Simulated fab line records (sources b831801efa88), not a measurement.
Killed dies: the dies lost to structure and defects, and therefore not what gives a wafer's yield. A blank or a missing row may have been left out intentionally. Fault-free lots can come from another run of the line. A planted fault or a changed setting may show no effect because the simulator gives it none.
fab line records    flow sky130
[record] lots = 7  wafers = 21  lastDay = 50
route steps=708 shown VIA1@473 METAL2@483
lots that met no fault: from a run of the same line without faults
startH: hours from the record's opening day to when the first of the lot's shown wafers began    waitH: time in hours since the lot's previous step    " the same as in the row above    L1.1+2: a single row standing in for several wafers    - no value, or no start was given    * or withheld: withheld    < > ~ a bound
route shown NAME@n: NAME is a module with steps in the file, n the number in the route of the first one    usual: mean/standard deviation of fault-free wafers    same: alike in all rows    chamber/n: place in a boat    sites: readings site by site    _std_site: the values' standard deviation    _edge_site: inner sites' mean taken away from outer sites' mean    radiusMm: how far each site lies from the wafer's centre    mask NAME#n: copy n    behind: the last tool/chamber to shape the wafer    hold: why the lot was held/for how many hours/how that ended    device: the n, p or np transistor that did not switch    end of line: tests run on the same wafers once the route is complete    for a step that has no rows: nothing shown but its recipe    killed: the dies lost at the first sort to structure and to defects; this is not the yield of the wafer    map: dies across one wafer; x = killed, . = not, _ = none there
set.NAME: the setting as run; set.NAME@STEP: as run at that earlier step    model.NAME: the simulator's own value behind a step, which no gauge read
lots at selected steps of the route; one table per step, one row per wafer
services: the hour from which a tool's chamber was out of use, counted from the record's first day as startH (under 0 if before that day), plus the number of hours and why
[[steps]]
[step SKY_VIA1_ETCH_15]
[recipe] target = SiO2  chemistry = C4F8/O2/Ar  targetDepthNm = 351  stopOn = TiN  maskMaterial = KrF-thick  sourceW = 1500  biasW = 1200  pressureMtorr = 40  c4f8FlowSccm = withheld  O2_flow_sccm = 6  Ar_flow_sccm = 300  timeS = 54
[step SKY_VIA1_STRIP_16]
[recipe] chemistry = O2/N2  powerW = 1400  pressureMtorr = 1500  platenTempC = withheld  o2FlowSccm = 3000  n2FlowSccm = 300  overashFraction = 0.5
[usual] drypumpMotorCurrentA = 5.7/0.42  oesProductAu = 0.416/0.0048  stripTimeToEndpointS = 4.459/0.024
[same] overashFraction = 0.5
lot.wafer  tool            chamber  startH  waitH  drypumpMotorCurrentA  oesProductAu  rfHoursCounterH  stripTimeToEndpointS
L447.1     plasmaAsher-03  0        810.12  0.0    5.1                   0.417         103              4.494
L447.5     "               1        "       "      6.0                   0.416         -                4.501
L447.6     "               0        "       "      5.0                   0.415         -                4.476
L449.1     plasmaAsher-03  0        834.80  0.0    5.1                   0.416         105              4.447
L449.4     "               0        "       "      5.1                   0.416         -                4.472
L449.6     "               1        "       "      6.0                   0.420         -                4.473
L458.2     plasmaAsher-03  0        893.97  0.0    5.0                   0.413         111              4.463
L458.4     "               1        "       "      6.0                   0.417         -                4.446
L458.6     "               0        "       "      5.1                   0.422         -                4.462
L459.2     plasmaAsher-03  1        901.62  0.0    6.0                   0.413         112              4.441
L459.4     "               1        "       "      6.0                   0.418         -                4.412
L459.5     "               1        "       "      6.0                   0.414         -                4.457
L460.1     plasmaAsher-03  0        917.45  0.0    5.1                   0.411         114              4.430
L460.5     "               0        "       "      5.1                   0.411         -                4.443
L460.6     "               1        "       "      6.0                   0.420         -                4.455
L464.3     plasmaAsher-01  1        936.11  0.1    5.4                   0.409         -                4.442
L464.5     "               1        "       "      5.4                   0.418         -                4.457
L464.6     "               0        "       "      6.4                   0.418         -                4.492
L465.3     plasmaAsher-04  1        946.98  0.1    5.7                   0.413         -                4.456
L465.4     "               0        "       "      6.0                   0.417         -                4.450
L465.5     "               0        "       "      6.0                   0.408         -                4.434
[step SKY_VIA1_STRIP_17]
[recipe] chemistry = postEtchResidueRemover  timeS = 1200  tempC = 72.5
[step SKY_VIA1_CLEAN_18]
[recipe] chemistry = IPA  timeS = 180  tempC = 25
[step SKY_VIA1_CLEAN_19]
[recipe] chemistry = O3/DIW  dry = n2Spin
[step SKY_VIA1_SPUTTER_20]
[recipe] material = TiN  targetThkNm = 20  chamberPressurePa = 5  powerW = 4000  timeS = 80
[usual] cathodeDcPowerW = 4000.1/0.7  chamberPressurePa = 5.000/0.0093  throttleValvePct = 29.7/0.9
lot.wafer  tool           chamber  startH  waitH  cathodeDcPowerW  chamberPressurePa  throttleValvePct
L447.1     pvdSputter-01  -        810.71  0.0    4000.7           4.992              29.0
L447.5     "              -        "       "      3999.5           5.004              28.8
L447.6     "              -        "       "      3998.7           5.000              28.4
L449.1     pvdSputter-01  -        835.40  0.0    4000.6           4.995              29.3
L449.4     "              -        "       "      3999.1           5.002              28.5
L449.6     "              -        "       "      4000.4           4.990              28.5
L458.2     pvdSputter-02  -        894.56  0.0    4001.0           4.989              30.1
L458.4     "              -        "       "      3999.6           5.005              31.0
L458.6     "              -        "       "      3999.6           4.996              30.5
L459.2     pvdSputter-04  -        902.31  0.0    4000.6           4.997              29.4
L459.4     "              -        "       "      3999.0           5.000              29.7
L459.5     "              -        "       "      4000.7           5.005              29.8
L460.1     pvdSputter-01  -        918.13  0.0    4001.0           5.003              29.0
L460.5     "              -        "       "      4001.4           5.007              28.3
L460.6     "              -        "       "      4000.2           4.990              30.8
L464.3     pvdSputter-04  -        936.70  0.0    4000.4           5.001              28.8
L464.5     "              -        "       "      4001.0           5.016              28.9
L464.6     "              -        "       "      4000.7           5.004              29.0
L465.3     pvdSputter-01  -        947.55  0.0    4000.4           5.003              29.0
L465.4     "              -        "       "      4000.0           4.992              29.0
L465.5     "              -        "       "      4000.7           4.984              29.1
[step SKY_VIA1_CVD_21]
[recipe] material = W  targetThkNm = 270  timeS = 80.902  tempC = 400  pressureTorr = 40
[step SKY_VIA1_RS_MEAS_22]
[recipe] thkMeasGauge = four-point-probe  reads = W_of_VIA1_CVD_21+TiN_of_VIA1_SPUTTER_20
[usual] VIA1_W_RS = 0.426/0.0073
lot.wafer  tool          chamber  startH  waitH  VIA1_W_RS[ohm/sq]
L447.1     filmMetro-01  -        810.87  0.1    0.425
L447.5     "             -        "       "      0.415
L447.6     "             -        "       "      0.426
L449.1     filmMetro-03  -        835.55  0.1    0.434
L449.4     "             -        "       "      0.421
L449.6     "             -        "       "      0.419
L458.2     filmMetro-04  -        894.74  0.1    0.426
L458.4     "             -        "       "      0.425
L458.6     "             -        "       "      0.424
L459.2     filmMetro-03  -        902.49  0.1    0.435
L459.4     "             -        "       "      0.417
L459.5     "             -        "       "      0.430
L460.1     filmMetro-03  -        918.28  0.1    0.430
L460.5     "             -        "       "      0.434
L460.6     "             -        "       "      0.429
L464.3     filmMetro-01  -        936.89  0.1    0.439
L464.5     "             -        "       "      0.439
L464.6     "             -        "       "      0.421
L465.3     filmMetro-01  -        947.74  0.1    0.430
L465.4     "             -        "       "      0.433
L465.5     "             -        "       "      0.427
[step SKY_VIA1_THK_MEAS_23]
[recipe] thkMeasGauge = xrf  reads = W_of_VIA1_CVD_21
[usual] VIA1_W_THK = 267/5.3
lot.wafer  tool          chamber  startH  waitH  VIA1_W_THK[nm]
L447.1     filmMetro-01  -        810.99  0.1    265
L447.5     "             -        "       "      272
L447.6     "             -        "       "      264
L449.1     filmMetro-03  -        835.67  0.1    264
L449.4     "             -        "       "      270
L449.6     "             -        "       "      273
L458.2     filmMetro-04  -        894.85  0.1    268
L458.4     "             -        "       "      268
L458.6     "             -        "       "      269
L459.2     filmMetro-03  -        902.60  0.1    263
L459.4     "             -        "       "      274
L459.5     "             -        "       "      267
L460.1     filmMetro-03  -        918.40  0.1    264
L460.5     "             -        "       "      262
L460.6     "             -        "       "      264
L464.3     filmMetro-01  -        936.99  0.1    256
L464.5     "             -        "       "      256
L464.6     "             -        "       "      266
L465.3     filmMetro-01  -        947.84  0.1    261
L465.4     "             -        "       "      261
L465.5     "             -        "       "      263
[step SKY_VIA1_CMP_24]
[recipe] stopOn = SiO2  tOverpolishS = 15  downForcePsi = 3.5  platenRpm = 60  targetThkNm = 0  padVelocityMS = 0.94248
[step SKY_METAL2_SPUTTER_00]
[recipe] material = Ti  targetThkNm = 15  powerW = 3000  timeS = 10  chamberPressurePa = 0.4
[usual] cathodeDcPowerW = 3000.0/0.5  chamberPressurePa = 0.4000/0.00072  throttleValvePct = 29.7/0.59
lot.wafer  tool           chamber  startH  waitH  cathodeDcPowerW  chamberPressurePa  throttleValvePct
L447.1     pvdSputter-02  -        811.35  0.1    2999.6           0.3998             30.3
L447.5     "              -        "       "      3000.3           0.4003             31.0
L447.6     "              -        "       "      3000.4           0.3997             30.5
L449.1     pvdSputter-03  -        836.03  0.1    3000.2           0.3994             29.3
L449.4     "              -        "       "      2999.9           0.4000             29.7
L449.6     "              -        "       "      2999.7           0.3994             29.6
L458.2     pvdSputter-04  -        895.20  0.2    3000.3           0.4010             29.9
L458.4     "              -        "       "      2999.9           0.3989             30.0
L458.6     "              -        "       "      2998.9           0.3998             28.9
L459.2     pvdSputter-03  -        902.95  0.2    3001.6           0.3990             29.7
L459.4     "              -        "       "      3000.4           0.3993             30.8
L459.5     "              -        "       "      2999.4           0.4005             29.5
L460.1     pvdSputter-03  -        918.76  0.1    3000.4           0.4000             29.3
L460.5     "              -        "       "      3000.9           0.3986             29.7
L460.6     "              -        "       "      3000.0           0.4006             31.0
L464.3     pvdSputter-02  -        937.33  0.2    3000.4           0.3991             30.9
L464.5     "              -        "       "      3000.7           0.3995             30.2
L464.6     "              -        "       "      3000.2           0.3999             31.0
L465.3     pvdSputter-04  -        948.18  0.2    3000.5           0.3994             29.2
L465.4     "              -        "       "      2999.8           0.4002             29.1
L465.5     "              -        "       "      3000.0           0.4001             29.4
[step SKY_METAL2_SPUTTER_01]
[recipe] material = TiN  targetThkNm = 20  powerW = 6500  timeS = 16.7  chamberPressurePa = 0.4
[usual] cathodeDcPowerW = 6500.1/1.2  chamberPressurePa = 0.4001/0.00079  throttleValvePct = 29.7/0.63
lot.wafer  tool           chamber  startH  waitH  cathodeDcPowerW  chamberPressurePa  throttleValvePct
L447.1     pvdSputter-02  -        811.37  0.0    6500.9           0.4003             30.2
L447.5     "              -        "       "      6500.4           0.3999             31.0
L447.6     "              -        "       "      6502.0           0.4005             30.5
L449.1     pvdSputter-03  -        836.06  0.0    6499.7           0.3983             29.0
L449.4     "              -        "       "      6499.9           0.4016             29.9
L449.6     "              -        "       "      6500.4           0.4007             29.7
L458.2     pvdSputter-04  -        895.22  0.0    6499.7           0.3997             29.5
L458.4     "              -        "       "      6499.7           0.3986             29.6
L458.6     "              -        "       "      6501.3           0.3998             28.9
L459.2     pvdSputter-03  -        902.97  0.0    6497.9           0.3990             30.1
L459.4     "              -        "       "      6498.7           0.4007             30.6
L459.5     "              -        "       "      6498.9           0.4003             30.0
L460.1     pvdSputter-03  -        918.78  0.0    6500.6           0.4009             29.0
L460.5     "              -        "       "      6499.4           0.4010             29.8
L460.6     "              -        "       "      6499.0           0.4005             30.5
L464.3     pvdSputter-02  -        937.35  0.0    6499.6           0.3997             30.9
L464.5     "              -        "       "      6500.8           0.4006             30.2
L464.6     "              -        "       "      6501.2           0.3998             31.0
L465.3     pvdSputter-04  -        948.20  0.0    6498.3           0.3999             29.5
L465.4     "              -        "       "      6501.4           0.3995             28.9
L465.5     "              -        "       "      6500.3           0.3996             29.5
[step SKY_METAL2_SPUTTER_02]
[recipe] material = AlCu  targetThkNm = 250  powerW = 10600  timeS = 13.3  chamberPressurePa = 0.4
[usual] cathodeDcPowerW = 10600/2  chamberPressurePa = 0.4000/0.00081  throttleValvePct = 29.7/0.63
lot.wafer  tool           chamber  startH  waitH  cathodeDcPowerW  chamberPressurePa  throttleValvePct
L447.1     pvdSputter-02  -        811.40  0.0    10599            0.3998             30.3
L447.5     "              -        "       "      10598            0.4011             30.9
L447.6     "              -        "       "      10601            0.4003             30.6
L449.1     pvdSputter-03  -        836.08  0.0    10599            0.4001             29.0
L449.4     "              -        "       "      10597            0.3988             29.7
L449.6     "              -        "       "      10600            0.4010             29.7
L458.2     pvdSputter-04  -        895.25  0.0    -                -                  -
L458.4     "              -        "       "      -                -                  -
L458.6     "              -        "       "      -                -                  -
L459.2     pvdSputter-03  -        903.00  0.0    -                -                  -
L459.4     "              -        "       "      -                -                  -
L459.5     "              -        "       "      -                -                  -
L460.1     pvdSputter-03  -        918.81  0.0    -                -                  -
L460.5     "              -        "       "      -                -                  -
L460.6     "              -        "       "      -                -                  -
L464.3     pvdSputter-02  -        937.38  0.0    10595            0.4002             31.1
L464.5     "              -        "       "      10602            0.4004             30.3
L464.6     "              -        "       "      10604            0.4007             30.7
L465.3     pvdSputter-04  -        948.23  0.0    10603            0.4001             29.1
L465.4     "              -        "       "      10600            0.4001             29.1
L465.5     "              -        "       "      10602            0.3992             29.4
[step SKY_METAL2_SPUTTER_03]
[recipe] material = Ti  targetThkNm = 5  powerW = 3000  timeS = 3.3  chamberPressurePa = 0.4
[usual] cathodeDcPowerW = 3000.0/0.52  chamberPressurePa = 0.4000/0.00077  throttleValvePct = 29.8/0.61
lot.wafer  tool           chamber  startH  waitH  cathodeDcPowerW  chamberPressurePa  throttleValvePct
L447.1     pvdSputter-02  -        811.42  0.0    3000.7           0.4002             30.3
L447.5     "              -        "       "      2999.4           0.4005             30.9
L447.6     "              -        "       "      2999.6           0.3984             30.3
L449.1     pvdSputter-03  -        836.11  0.0    2999.3           0.4001             29.2
L449.4     "              -        "       "      2999.8           0.3980             29.9
L449.6     "              -        "       "      3000.4           0.3993             29.7
L458.2     pvdSputter-04  -        895.27  0.0    3000.9           0.4007             29.5
L458.4     "              -        "       "      2999.8           0.3997             29.5
L458.6     "              -        "       "      3000.0           0.3996             28.9
L459.2     pvdSputter-03  -        903.02  0.0    3000.6           0.3999             29.7
L459.4     "              -        "       "      2999.8           0.3997             30.6
L459.5     "              -        "       "      3000.0           0.4001             30.0
L460.1     pvdSputter-03  -        918.83  0.0    3000.1           0.3998             29.3
L460.5     "              -        "       "      3000.3           0.4008             29.7
L460.6     "              -        "       "      2999.8           0.4001             31.1
L464.3     pvdSputter-02  -        937.40  0.0    2999.7           0.3994             30.9
L464.5     "              -        "       "      2999.9           0.4000             30.3
L464.6     "              -        "       "      2999.5           0.3988             31.1
L465.3     pvdSputter-04  -        948.25  0.0    2999.6           0.4002             29.3
L465.4     "              -        "       "      2999.9           0.4004             28.9
L465.5     "              -        "       "      3000.1           0.4005             29.6
[step SKY_METAL2_SPUTTER_04]
[recipe] material = TiN  targetThkNm = 70  powerW = 6500  timeS = 60.39  chamberPressurePa = 0.4
[step SKY_METAL2_RS_MEAS_05]
[recipe] thkMeasGauge = four-point-probe  reads = TiN_of_METAL2_SPUTTER_04+Ti_of_METAL2_SPUTTER_03+AlCu_of_METAL2_SPUTTER_02+TiN_of_METAL2_SPUTTER_01+Ti_of_METAL2_SPUTTER_00
[usual] METAL2_ALCU_RS = 0.1270/0.0015
lot.wafer  tool          chamber  startH  waitH  METAL2_ALCU_RS[ohm/sq]
L447.1     filmMetro-04  -        811.50  0.0    0.1265
L447.5     "             -        "       "      0.1279
L447.6     "             -        "       "      0.1272
L449.1     filmMetro-02  -        836.17  0.0    0.1249
L449.4     "             -        "       "      0.1270
L449.6     "             -        "       "      0.1265
L458.2     filmMetro-03  -        895.36  0.0    8.3609
L458.4     "             -        "       "      8.3519
L458.6     "             -        "       "      8.3472
L459.2     filmMetro-03  -        903.11  0.0    8.5389
L459.4     "             -        "       "      8.4688
L459.5     "             -        "       "      8.5965
L460.1     filmMetro-02  -        918.90  0.0    8.4237
L460.5     "             -        "       "      8.4414
L460.6     "             -        "       "      8.3976
L464.3     filmMetro-04  -        937.51  0.1    0.1269
L464.5     "             -        "       "      0.1265
L464.6     "             -        "       "      0.1278
L465.3     filmMetro-03  -        948.36  0.1    0.1247
L465.4     "             -        "       "      0.1254
L465.5     "             -        "       "      0.1260
[step SKY_METAL2_THK_MEAS_06]
[recipe] thkMeasGauge = xrf  reads = AlCu_of_METAL2_SPUTTER_02
[usual] METAL2_ALCU_THK = 252.0/3
lot.wafer  tool          chamber  startH  waitH  METAL2_ALCU_THK[nm]
L447.1     filmMetro-04  -        811.62  0.1    254.6
L447.5     "             -        "       "      252.0
L447.6     "             -        "       "      254.0
L449.1     filmMetro-02  -        836.29  0.1    256.8
L449.4     "             -        "       "      253.1
L449.6     "             -        "       "      251.6
L458.2     filmMetro-03  -        895.47  0.1    <0.7
L458.4     "             -        "       "      <0.7
L458.6     "             -        "       "      <0.7
L459.2     filmMetro-03  -        903.22  0.1    <0.7
L459.4     "             -        "       "      <0.7
L459.5     "             -        "       "      <0.7
L460.1     filmMetro-02  -        919.02  0.1    <0.3
L460.5     "             -        "       "      <0.3
L460.6     "             -        "       "      <0.3
L464.3     filmMetro-04  -        937.61  0.1    250.9
L464.5     "             -        "       "      251.2
L464.6     "             -        "       "      247.5
L465.3     filmMetro-03  -        948.46  0.1    255.2
L465.4     "             -        "       "      254.9
L465.5     "             -        "       "      254.0
[step SKY_METAL2_DEHYDRATE_07]
[recipe] tempC = 200  timeS = 60
[[services]]
tool            chamber  startH  hours  kind
pvdSputter-03   2        802.01  -      consumableReplace:kit
pvdSputter-03   2        802.01  18.0   scheduledDown
pvdSputter-03   2        802.01  18.0   ventCycle
pvdSputter-04   -        835.57  3.9    repair
pvdSputter-04   -        871.07  0.6    repair
pvdSputter-04   -        878.24  1.3    repair
pvdSputter-01   0        910.55  -      consumableReplace:kit
pvdSputter-01   0        910.55  18.0   scheduledDown
pvdSputter-01   0        910.55  18.0   ventCycle
plasmaAsher-01  -        913.00  7.8    repair
pvdSputter-02   0        920.13  -      consumableReplace:kit
pvdSputter-02   0        920.13  18.0   scheduledDown
pvdSputter-02   0        920.13  18.0   ventCycle
pvdSputter-02   -        941.62  1.5    repair
pvdSputter-03   1        944.59  -      consumableReplace:kit
pvdSputter-03   1        944.59  18.0   scheduledDown
pvdSputter-03   1        944.59  18.0   ventCycle
[[key]]
[firstSign] step = SKY_METAL2_SPUTTER_02  reading = toolRecord  direction = missing
[effect] step = SKY_METAL2_RS_MEAS_05  reading = METAL2_ALCU_RS  direction = up  sigmas = 99+  usual = 0.1270  struck = 8.4363
[effect] step = SKY_METAL2_THK_MEAS_06  reading = METAL2_ALCU_THK  direction = down  sigmas = 84  usual = 252.0  struck = <0.6
metAt SKY_METAL2_SPUTTER_02
struckWafers L458.2,L458.4,L458.6,L459.2,L459.4,L459.5,L460.1,L460.5,L460.6
laterRowsLeftOut L458.2,L458.4,L458.6,L459.2,L459.4,L459.5,L460.1,L460.5,L460.6
sortLeftOut L458.2,L458.4,L458.6,L459.2,L459.4,L459.5,L460.1,L460.5,L460.6
onsetBetween 836.08 895.25
[fault] kind = skippedStepWhole  tool = pvdSputter-03,pvdSputter-04  chamber = -  onsetH = 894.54  steps = SKY_METAL2_SPUTTER_02  scope = struckLotsOnly
// sortLeftOut: the simulated sort isn't trusted on such a fault, so these wafers' sort isn't shown, and their yield isn't known
// laterRowsLeftOut: the simulator's readings of these wafers behind a module that went badly wrong aren't trusted and aren't shown, but for the sort
